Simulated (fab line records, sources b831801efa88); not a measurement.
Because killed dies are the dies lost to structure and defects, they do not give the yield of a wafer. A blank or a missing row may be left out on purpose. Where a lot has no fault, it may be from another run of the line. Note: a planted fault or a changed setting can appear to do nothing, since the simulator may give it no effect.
The tool behind it: which one? ; flow gf180mcu ; 12 lots with 36 wafers sampled at 5 steps, on a route of 602 steps

== WHAT THE GAUGES READ, wafer by wafer ==
GF_HV_LDD_CD_MEAS_46: the cd target is 400 nm.
lot;measured;on;cd_nm (nm)
L792;day 12 12:06;cd_sem-02;400.0 397.7 398.7
L796;day 13 17:53;cd_sem-01;399.3 399.7 399.7
L797;day 14 03:31;cd_sem-01;398.9 400.5 399.2
L799;day 14 19:41;cd_sem-01;400.7 400.8 400.1
L800;day 15 07:08;cd_sem-01;399.7 395.9 398.6
L801;day 15 12:32;cd_sem-01;400.2 400.0 399.1
L802;day 15 21:39;cd_sem-01;399.3 399.7 399.8
L808;day 17 19:05;cd_sem-01;400.7 399.7 399.8
L811;day 18 21:47;cd_sem-02;398.1 399.2 401.1
L812;day 19 07:09;cd_sem-01;400.2 399.9 399.3
L814;day 19 22:31;cd_sem-02;400.9 400.8 397.5
L815;day 20 03:42;cd_sem-02;400.3 402.5 400.7

GF_PSD_RS_MEAS_14: the measuring method here is four-point-probe.
lot;measured;on;NSD_RS (ohm/sq)
L792;day 14 09:20;film_metro-04;46.12 46.07 46.15
L796;day 15 17:38;film_metro-01;46.11 46.25 46.12
L797;day 16 01:53;film_metro-02;45.82 46.04 46.07
L799;day 16 19:35;film_metro-01;48.56 48.64 48.62 48.54 48.56 48.52
L800;day 17 07:41;film_metro-04;46.14 46.13 46.01
L801;day 17 13:50;film_metro-02;48.56 48.49 48.63 48.62 48.53 48.59
L802;day 17 22:11;film_metro-01;48.49 48.56 48.50 48.56 48.64 48.52
L808;day 20 00:38;film_metro-01;45.97 45.90 46.07
L811;day 21 03:44;film_metro-04;46.04 46.05 46.17
L812;day 21 12:46;film_metro-02;46.07 46.05 46.18
L814;day 22 02:19;film_metro-01;46.07 45.90 46.11
L815;day 22 07:28;film_metro-04;45.92 46.09 46.04

GF_PSD_RS_MEAS_15: the measuring method here is four-point-probe.
lot;measured;on;PSD_RS (ohm/sq)
L792;day 14 09:28;film_metro-04;108.52 108.46 108.82
L796;day 15 17:46;film_metro-01;108.34 108.27 108.38
L797;day 16 02:01;film_metro-02;108.20 108.58 108.49
L799;day 16 23:11;film_metro-01;120.84 121.08 120.97 120.89 121.27 121.23
L800;day 17 07:48;film_metro-04;108.36 108.19 108.33
L801;day 17 18:48;film_metro-01;121.37 120.86 121.23 121.24 120.91 121.18
L802;day 18 04:23;film_metro-01;121.02 121.19 121.08 120.60 120.93 121.00
L808;day 20 00:45;film_metro-01;108.62 108.27 108.33
L811;day 21 03:51;film_metro-04;108.61 108.45 108.55
L812;day 21 12:53;film_metro-02;108.77 108.76 108.58
L814;day 22 02:26;film_metro-01;108.50 108.90 108.71
L815;day 22 07:35;film_metro-04;107.82 108.02 108.42

== EACH LOT AND THE TOOL THAT RAN IT (in order: tool; ch and the chambers of the sampled wafers; start) ==
lot;GF_HV_LDD_STRIP_10;GF_PSD_RTA_13
L792;plasma_asher-04 ch 0,1, day 10 03:19;rtp_anneal-02 ch 0, day 14 09:16
L796;plasma_asher-04 ch 0,1, day 11 06:46;rtp_anneal-01 ch 0, day 15 17:33
L797;plasma_asher-04 ch 0,1, day 11 14:41;rtp_anneal-02 ch 0, day 16 01:48
L799;plasma_asher-03 ch 0,1, day 12 05:51;rtp_anneal-01 ch 0, day 16 19:30
L800;plasma_asher-01 ch 0,1, day 12 16:04;rtp_anneal-02 ch 0, day 17 07:35
L801;plasma_asher-01 ch 0,1, day 12 20:01;rtp_anneal-01 ch 0, day 17 13:44
L802;plasma_asher-04 ch 0,1, day 13 05:12;rtp_anneal-01 ch 0, day 17 22:06
L808;plasma_asher-01 ch 0,1, day 14 23:48;rtp_anneal-02 ch 0, day 20 00:33
L811;plasma_asher-04 ch 0,1, day 15 23:53;rtp_anneal-01 ch 0, day 21 03:39
L812;plasma_asher-04 ch 0,1, day 16 09:10;rtp_anneal-01 ch 0, day 21 12:40
L814;plasma_asher-04 ch 0,1, day 16 22:56;rtp_anneal-01 ch 0, day 22 02:14
L815;plasma_asher-03 ch 0,1, day 17 02:50;rtp_anneal-02 ch 0, day 22 07:23
- GF_HV_LDD_STRIP_10: strips in O2/N2.
- GF_PSD_RTA_13: time 20 s.

== WHAT THE TOOLS THEMSELVES READ (means of the sampled wafers that have a number; where no wafer has one, the mark that the record gives instead) ==
GF_HV_LDD_STRIP_10.
lot;tool;drypump_motor_current_A (A);heater_power_w (W);oes_product_au (a.u.);strip_time_to_endpoint_s (s)
L792;plasma_asher-04;6.3;296;0.713;12.69
L796;plasma_asher-04;6.4;304;0.714;12.63
L797;plasma_asher-04;6.4;303;0.716;12.66
L799;plasma_asher-03;5.7;353;0.717;12.61
L800;plasma_asher-01;5.5;358;0.714;12.60
L801;plasma_asher-01;5.5;354;0.712;12.66
L802;plasma_asher-04;6.4;303;0.712;12.67
L808;plasma_asher-01;5.5;353;0.713;12.63
L811;plasma_asher-04;6.1;312;0.712;12.64
L812;plasma_asher-04;6.1;310;0.718;12.60
L814;plasma_asher-04;6.3;300;0.718;12.67
L815;plasma_asher-03;5.9;362;0.719;12.60

GF_PSD_RTA_13.
lot;tool;chamber_o2_ppm;lamp_power_pct (%);wafer_temp_C_max
L792;rtp_anneal-02;2.018;39.0;1028.0
L796;rtp_anneal-01;1.987;34.2;1028.0
L797;rtp_anneal-02;1.972;39.0;1028.4
L799;rtp_anneal-01;1.984;32.5;1009.0
L800;rtp_anneal-02;2.004;39.0;1027.5
L801;rtp_anneal-01;1.982;32.5;1009.4
L802;rtp_anneal-01;2.040;32.5;1009.7
L808;rtp_anneal-02;1.979;39.0;1028.1
L811;rtp_anneal-01;2.018;34.2;1027.3
L812;rtp_anneal-01;2.004;34.2;1026.9
L814;rtp_anneal-01;1.991;34.2;1028.1
L815;rtp_anneal-02;2.014;38.9;1028.0

== THE ANSWER, worked out from the rows above alone ==
Rule: the usual values come from the lots themselves. Put in order of their means at a reading, lots are off if they are a third of the lots or fewer, leave a main group of 4 or more, and stand apart from it by a gap of 3 or more times the standard deviation of the main group's means; of several such gaps the widest counts. A main group is skipped when, at the precision printed for the reading in the tables above, its means are all equal. A lot without any number at a reading at which 4 lots or more have one is off too. All remaining lots with rows at the step are treated as sound. After the gauges, taken in route order, come the tools' own readings; for these a lot's mean is taken, as printed above. At the first step where some lot is off, the reading lying furthest off is the one used; lots without a number count as furthest.
Off: L799, L801, L802, at GF_PSD_RS_MEAS_14 (NSD_RS). Mean 46.06 ohm/sq and standard deviation 0.06 in the main group.
A tool fits if, at a process step before that reading, it ran every lot that is off, and no sound lot after the first of them. Not tried: the gauges at GF_PSD_RS_MEAS_14; whatever is off there is also off at GF_PSD_RTA_13, on other tools, and gauge error can't account for it. No candidate that was tried fits.

== WHAT THE SIMULATOR PUT IN ==
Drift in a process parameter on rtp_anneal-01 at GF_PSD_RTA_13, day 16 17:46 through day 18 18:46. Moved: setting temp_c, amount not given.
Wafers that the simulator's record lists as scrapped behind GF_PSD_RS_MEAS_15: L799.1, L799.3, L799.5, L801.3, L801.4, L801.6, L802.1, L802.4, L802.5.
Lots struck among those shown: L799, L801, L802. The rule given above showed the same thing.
